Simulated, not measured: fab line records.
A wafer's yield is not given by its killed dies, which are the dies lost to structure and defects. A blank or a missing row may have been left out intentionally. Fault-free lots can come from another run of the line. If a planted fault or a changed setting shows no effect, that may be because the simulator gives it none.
fab line records ; flow sky130
record lots=7; wafers=21; lastDay=49
route steps=708 shown VT_ADJUST_PCH@151 SONOS_TUNNEL@154 PAD_OPEN@708
lots with no fault: from the same line, run without faults
startH: start of the lot's first displayed wafer, in hours after the record's first day ; waitH: hours elapsed since this lot's preceding step ; " the same as in the row above ; L1.1+2: one row covering several wafers at once ; - no value, or no start given ; * or withheld: withheld ; < > ~ a bound
route shown NAME@n: a module of which the file shows steps, and the number in the route of the first ; usual: mean/standard deviation taken from wafers without a fault ; same: alike in all rows ; chamber/n: place in a boat ; sites: the reading at each site ; _std_site: standard deviation across them ; _edge_site: mean of outer sites minus mean of inner sites ; radiusMm: for every site, how far away it sits from the centre of the wafer ; mask NAME#n: copy n ; behind: the last tool/chamber to shape the wafer ; hold: cause of the lot's hold/its duration in hours/its outcome ; device: the n, p or np transistor that did not switch ; end of line: the tests these same wafers got at the end of their route ; a step given without rows: its recipe and nothing more ; killed: the dies lost at the first sort to structure and to defects; this is not the yield of the wafer ; map: per-die view of a wafer (x killed, . not killed, _ where there is no die)
set.NAME: the setting that was run; set.NAME@STEP: the one run at that earlier step ; model.NAME: the simulator's own value behind a step, which no gauge read
lots at some steps of the route; a table a step, a row a wafer
services: the hour from which a tool's chamber was out of use, counted from the record's first day as startH (under 0 if before that day), plus the number of hours and why
## steps
# step SKY_VT_ADJUST_PCH_IMPLANT_08
# recipe species=B; energyKev=10; doseCm2=5e+11; tiltDeg=withheld
# step SKY_VT_ADJUST_PCH_STRIP_09
# recipe chemistry=O2/N2; powerW=1400; pressureMtorr=1500; platenTempC=withheld; o2FlowSccm=3000; n2FlowSccm=300; overashFraction=0.5
# usual drypumpMotorCurrentA=6.1/0.65; oesProductAu=0.722/0.0046; stripTimeToEndpointS=36.90/0.1
lot.wafer;tool;chamber;startH;waitH;drypumpMotorCurrentA;oesProductAu;rfHoursCounterH;stripTimeToEndpointS
L554.1;plasmaAsher-01;1;229.81;0.1;6.3;0.724;11;37.14
L554.2;plasmaAsher-01;0;229.81;0.1;4.7;0.730;11;37.01
L554.6;plasmaAsher-01;1;229.81;0.1;6.3;0.717;-;37.06
L561.1;plasmaAsher-04;1;285.15;0.1;6.6;0.719;45;36.87
L561.2;plasmaAsher-04;0;285.15;0.1;6.6;0.723;45;36.96
L561.6;plasmaAsher-04;0;285.15;0.1;6.6;0.721;-;36.92
L563.2;plasmaAsher-02;1;296.80;0.1;5.6;0.715;63;36.91
L563.3;plasmaAsher-02;0;296.80;0.1;5.7;0.727;-;37.05
L563.4;plasmaAsher-02;1;296.80;0.1;5.6;0.713;-;36.83
L564.1;plasmaAsher-01;1;306.10;0.1;6.3;0.725;19;36.98
L564.4;plasmaAsher-01;1;306.10;0.1;6.3;0.723;-;36.98
L564.5;plasmaAsher-01;1;306.10;0.1;6.3;0.723;-;36.93
L571.1;plasmaAsher-02;1;364.10;0.1;5.7;0.720;70;36.92
L571.5;plasmaAsher-02;1;364.10;0.1;5.7;0.718;-;36.97
L571.6;plasmaAsher-02;0;364.10;0.1;5.7;0.722;-;37.00
L572.1;plasmaAsher-04;1;369.01;0.1;6.6;0.726;54;36.89
L572.5;plasmaAsher-04;0;369.01;0.1;6.6;0.722;-;36.94
L572.6;plasmaAsher-04;1;369.01;0.1;6.6;0.718;-;36.93
L574.1;plasmaAsher-04;0;386.36;0.1;6.6;0.720;55;36.87
L574.3;plasmaAsher-04;1;386.36;0.1;6.7;0.724;-;36.96
L574.5;plasmaAsher-04;1;386.36;0.1;6.7;0.727;-;36.99
# step SKY_VT_ADJUST_PCH_TW_MEAS_10
# usual VT_ADJUST_PCH_TW=141.9/1.8
lot.wafer;tool;chamber;startH;waitH;VT_ADJUST_PCH_TW
L554.1;filmMetro-01;-;229.91;0.1;143.1
L554.2;filmMetro-01;-;229.91;0.1;142.8
L554.6;filmMetro-01;-;229.91;0.1;142.6
L561.1;filmMetro-01;-;285.25;0.1;141.4
L561.2;filmMetro-01;-;285.25;0.1;142.1
L561.6;filmMetro-01;-;285.25;0.1;141.8
L563.2;filmMetro-02;-;296.91;0.1;143.8
L563.3;filmMetro-02;-;296.91;0.1;143.6
L563.4;filmMetro-02;-;296.91;0.1;143.7
L564.1;filmMetro-02;-;306.20;0.1;143.7
L564.4;filmMetro-02;-;306.20;0.1;143.3
L564.5;filmMetro-02;-;306.20;0.1;142.4
L571.1;filmMetro-02;-;364.20;0.1;144.9
L571.5;filmMetro-02;-;364.20;0.1;144.7
L571.6;filmMetro-02;-;364.20;0.1;144.9
L572.1;filmMetro-02;-;369.11;0.1;144.5
L572.5;filmMetro-02;-;369.11;0.1;144.9
L572.6;filmMetro-02;-;369.11;0.1;143.6
L574.1;filmMetro-03;-;386.46;0.1;140.1
L574.3;filmMetro-03;-;386.46;0.1;139.8
L574.5;filmMetro-03;-;386.46;0.1;139.7
# step SKY_SONOS_TUNNEL_DEHYDRATE_00
# recipe tempC=200; timeS=60
# step SKY_SONOS_TUNNEL_HMDS_01
# recipe primeTimeS=60; primeTempC=120
# step SKY_SONOS_TUNNEL_COAT_02
# recipe resist=NOVOLAK; spinRpm=3000; resistThkNm=1140
# step SKY_SONOS_TUNNEL_SOFTBAKE_03
# recipe tempC=90; timeS=60; resist=NOVOLAK
# step SKY_SONOS_TUNNEL_EXPOSE_04
# recipe maskId=TUNM; na=0.6; sourceShape=conventional; sigmaOuter=0.6; polarization=unpolarized; targetCdNm=410; doseMj=136
# step SKY_SONOS_TUNNEL_PEB_05
# recipe tempC=withheld; timeS=*; resist=NOVOLAK
# step SKY_SONOS_TUNNEL_DEVELOP_06
# recipe resist=NOVOLAK; developer=TMAH; developTimeS=60; devTempC=23
# step SKY_SONOS_TUNNEL_CD_MEAS_07
# recipe targetCdNm=410
# usual cdNm=410.1/2.1
lot.wafer;tool;chamber;startH;waitH;cdNm
L554.1;cdSem-01;-;253.46;0.1;411.0
L554.2;cdSem-01;-;253.46;0.1;409.6
L554.6;cdSem-01;-;253.46;0.1;411.1
L561.1;cdSem-01;-;310.27;0.1;408.8
L561.2;cdSem-01;-;310.27;0.1;411.5
L561.6;cdSem-01;-;310.27;0.1;411.3
L563.2;cdSem-01;-;322.68;0.1;410.2
L563.3;cdSem-01;-;322.68;0.1;407.3
L563.4;cdSem-01;-;322.68;0.1;409.0
L564.1;cdSem-01;-;332.81;0.1;413.1
L564.4;cdSem-01;-;332.81;0.1;411.7
L564.5;cdSem-01;-;332.81;0.1;414.0
L571.1;cdSem-01;-;392.26;0.1;410.0
L571.5;cdSem-01;-;392.26;0.1;408.0
L571.6;cdSem-01;-;392.26;0.1;411.3
L572.1;cdSem-01;-;397.41;0.1;408.8
L572.5;cdSem-01;-;397.41;0.1;406.7
L572.6;cdSem-01;-;397.41;0.1;408.5
L574.1;cdSem-02;-;415.11;0.1;409.4
L574.3;cdSem-02;-;415.11;0.1;407.0
L574.5;cdSem-02;-;415.11;0.1;409.5
# step SKY_SONOS_TUNNEL_OVL_MEAS_08
# usual SONOS_TUNNEL_OVL=0.4/1.2
lot.wafer;tool;chamber;startH;waitH;SONOS_TUNNEL_OVL[nm]
L554.1;overlay-02;-;253.58;0.1;-0.2
L554.2;overlay-02;-;253.58;0.1;-0.5
L554.6;overlay-02;-;253.58;0.1;1.0
L561.1;overlay-02;-;310.39;0.1;2.1
L561.2;overlay-02;-;310.39;0.1;2.5
L561.6;overlay-02;-;310.39;0.1;1.0
L563.2;overlay-01;-;322.78;0.1;0.9
L563.3;overlay-01;-;322.78;0.1;1.4
L563.4;overlay-01;-;322.78;0.1;1.2
L564.1;overlay-02;-;332.93;0.1;-1.7
L564.4;overlay-02;-;332.93;0.1;-0.2
L564.5;overlay-02;-;332.93;0.1;-1.8
L571.1;overlay-02;-;392.38;0.1;0.1
L571.5;overlay-02;-;392.38;0.1;-1.1
L571.6;overlay-02;-;392.38;0.1;-1.3
L572.1;overlay-01;-;397.53;0.1;1.2
L572.5;overlay-01;-;397.53;0.1;0.0
L572.6;overlay-01;-;397.53;0.1;0.7
L574.1;overlay-01;-;415.23;0.1;2.7
L574.3;overlay-01;-;415.23;0.1;1.8
L574.5;overlay-01;-;415.23;0.1;1.3
# step SKY_SONOS_TUNNEL_IMPLANT_09
# recipe species=B; energyKev=20; doseCm2=1e+12; tiltDeg=withheld
# usual beamEnergyKeV=20.001/0.0056
lot.wafer;tool;chamber;startH;waitH;beamEnergyKeV;model.implant.rpNm;model.implant.drpNm
L554.1;implanter-04;0;253.62;0.0;20.004;64.66;28.34
L554.2;implanter-04;0;253.62;0.0;19.985;64.66;28.34
L554.6;implanter-04;0;253.62;0.0;19.990;64.66;28.34
L561.1;implanter-03;0;310.42;0.0;22.512;73.36;31.59
L561.2;implanter-03;0;310.42;0.0;22.518;73.36;31.59
L561.6;implanter-03;0;310.42;0.0;22.501;73.36;31.59
L563.2;implanter-03;0;322.84;0.0;22.518;73.58;31.59
L563.3;implanter-03;0;322.84;0.0;22.526;73.58;31.59
L563.4;implanter-03;0;322.84;0.0;22.526;73.58;31.59
L564.1;implanter-03;0;332.96;0.0;22.515;73.28;31.59
L564.4;implanter-03;0;332.96;0.0;22.517;73.28;31.59
L564.5;implanter-03;0;332.96;0.0;22.523;73.28;31.59
L571.1;implanter-04;0;392.41;0.0;19.999;64.84;28.34
L571.5;implanter-04;0;392.41;0.0;20.004;64.84;28.34
L571.6;implanter-04;0;392.41;0.0;20.003;64.84;28.34
L572.1;implanter-03;0;397.56;0.0;20.007;64.3;28.34
L572.5;implanter-03;0;397.56;0.0;20.007;64.3;28.34
L572.6;implanter-03;0;397.56;0.0;19.998;64.3;28.34
L574.1;implanter-02;0;415.26;0.0;20.005;66.24;28.34
L574.3;implanter-02;0;415.26;0.0;20.005;66.24;28.34
L574.5;implanter-02;0;415.26;0.0;20.001;66.24;28.34
# step SKY_SONOS_TUNNEL_WET_ETCH_10
# recipe chemistry=dHF; targetDepthNm=14; target=SiO2; dilution=100:1; tempC=25; timeS=280
# step SKY_PAD_OPEN_PROBE_99
# usual killed_at_M0_to_M3=43/6.7; killed_at_M4_up=3.2/1.9; killedAtContacts=24/5.9; killedAtFrontEnd=15/4.1; killedAtOther=0.3/0.56; killedDies=86/9.5; killedOpen=47/7.4; killedShort=39/5.5
# same grossDies=492; killedAtBackSide=0
lot.wafer;tool;chamber;startH;waitH;killed_at_M0_to_M3;killed_at_M4_up;killedAtContacts;killedAtFrontEnd;killedAtOther;killedDies;killedOpen;killedShort
L561.1;prober-02;-;1122.95;0.1;35;3;23;13;0;74;50;24
L561.2;prober-02;-;1123.00;0.1;44;4;25;12;0;85;51;34
L561.6;prober-02;-;1123.20;0.2;46;1;22;17;0;86;48;38
L563.2;prober-02;-;1131.56;0.1;51;4;26;19;0;100;54;46
L563.3;prober-02;-;1131.61;0.2;51;1;23;9;0;84;46;38
L563.4;prober-02;-;1131.66;0.2;48;2;26;10;0;86;42;44
L564.1;prober-02;-;1136.65;0.1;32;0;30;26;0;88;54;34
L564.4;prober-02;-;1136.80;0.2;31;6;30;16;0;83;45;38
L564.5;prober-02;-;1136.85;0.2;32;1;24;16;0;73;37;36
L571.1;prober-01;-;1176.54;0.1;44;5;17;15;0;81;45;36
L571.6;prober-01;-;1176.79;0.2;46;5;23;16;0;90;51;39
# killed by level:class
L561.1 VIA1:geometricParticle:open=10 LI_CONTACT:geometricParticle:open=8 CONTACT:geometricParticle:open=8 VIA2:geometricParticle:open=7 METAL1:geometricParticle:short=6 VIA3:geometricParticle:open=5 FIELD_ISO:geometricParticle:open=4 POLY_GATE:geometricParticle:open=4
L561.2 VIA1:geometricParticle:open=11 CONTACT:geometricParticle:open=9 VIA3:geometricParticle:open=6 LI_CONTACT:geometricParticle:open=5 VIA2:geometricParticle:short=5 FIELD_ISO:geometricParticle:open=4 CONTACT:geometricParticle:short=4 VIA1:geometricParticle:short=4
L561.6 VIA3:geometricParticle:open=12 CONTACT:geometricParticle:open=12 VIA1:geometricParticle:short=7 LI_CONTACT:geometricParticle:open=7 METAL2:geometricParticle:short=5 METAL1:geometricParticle:short=5 FIELD_ISO:geometricParticle:short=4 POLY_GATE:geometricParticle:short=4
L563.2 VIA3:geometricParticle:open=12 CONTACT:geometricParticle:open=11 METAL2:geometricParticle:short=8 METAL1:geometricParticle:short=7 FIELD_ISO:geometricParticle:short=7 VIA2:geometricParticle:open=7 VIA1:geometricParticle:open=6 FIELD_ISO:geometricParticle:open=5
L563.3 VIA1:geometricParticle:open=11 VIA2:geometricParticle:open=8 CONTACT:geometricParticle:open=7 VIA3:geometricParticle:open=7 METAL2:geometricParticle:short=6 LOCAL_INTERCONNECT:geometricParticle:short=5 CONTACT:geometricParticle:short=4 METAL1:geometricParticle:short=4
L563.4 VIA3:geometricParticle:open=10 VIA1:geometricParticle:open=10 CONTACT:geometricParticle:short=7 CONTACT:geometricParticle:open=7 VIA3:geometricParticle:short=6 LI_CONTACT:geometricParticle:open=5 VIA2:geometricParticle:short=5 METAL2:geometricParticle:short=5
L564.1 CONTACT:geometricParticle:open=15 FIELD_ISO:geometricParticle:short=10 FIELD_ISO:geometricParticle:open=9 VIA1:geometricParticle:open=6 LI_CONTACT:geometricParticle:open=6 METAL1:geometricParticle:short=5 VIA3:geometricParticle:open=5 POLY_GATE:geometricParticle:open=4
L564.4 CONTACT:geometricParticle:open=13 METAL1:geometricParticle:short=10 FIELD_ISO:geometricParticle:open=7 VIA3:geometricParticle:open=6 FIELD_ISO:geometricParticle:short=5 LI_CONTACT:geometricParticle:open=5 LOCAL_INTERCONNECT:geometricParticle:short=5 VIA2:geometricParticle:open=4
L564.5 CONTACT:geometricParticle:open=10 VIA3:geometricParticle:open=8 FIELD_ISO:geometricParticle:short=5 FIELD_ISO:geometricParticle:open=4 LI_CONTACT:geometricParticle:short=4 VIA1:geometricParticle:short=4 VIA2:geometricParticle:short=4 VIA3:geometricParticle:short=4
L571.1 VIA1:geometricParticle:open=8 VIA2:geometricParticle:open=8 LI_CONTACT:geometricParticle:open=5 LOCAL_INTERCONNECT:geometricParticle:short=5 VIA1:geometricParticle:short=5 FIELD_ISO:geometricParticle:open=4 CONTACT:geometricParticle:open=4 METAL2:geometricParticle:short=4
L571.6 VIA1:geometricParticle:open=12 LI_CONTACT:geometricParticle:open=9 VIA2:geometricParticle:short=7 CONTACT:geometricParticle:open=6 FIELD_ISO:geometricParticle:open=5 VIA3:geometricParticle:open=5 FIELD_ISO:geometricParticle:short=4 VIA1:geometricParticle:short=4
## services
tool;chamber;startH;hours;kind
implanter-03;-;228.01;4.3;repair
implanter-03;-;260.37;1.6;repair
plasmaAsher-01;-;261.59;1.9;repair
implanter-03;-;262.68;1.8;repair
plasmaAsher-02;-;294.00;2.8;pm
implanter-02;-;323.43;2.8;pm
plasmaAsher-04;-;326.82;1.9;repair
implanter-04;-;351.31;1.7;repair
implanter-03;-;359.22;3.7;repair
implanter-04;-;407.33;1.0;repair
## key
firstSign step=SKY_SONOS_TUNNEL_IMPLANT_09; reading=beamEnergyKeV; direction=up; sigmas=99+; usual=*; struck=*
effect none on later readings
modelEffect step=SKY_SONOS_TUNNEL_IMPLANT_09; value=implant.rpNm; without=65.28; struck=73.41
metAt SKY_SONOS_TUNNEL_IMPLANT_09
struckWafers L561.1,L561.2,L561.6,L563.2,L563.3,L563.4,L564.1,L564.4,L564.5
testerLeftOut L561,L563,L564
fault kind=processParameterDrift; tool=implanter-03; chamber=-; onsetH=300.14; steps=SKY_SONOS_TUNNEL_IMPLANT_09; channel=energyKev; offset=*; shape=step; endH=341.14; actsIn=*; stated=*
# testerLeftOut: of these lots the tester's yield and bins aren't shown, on N5 and GAA mostly nor the transistor test; their killed dies are dies lost to structure and defects alone, not to doping, threshold or leakage, so they don't give the yield
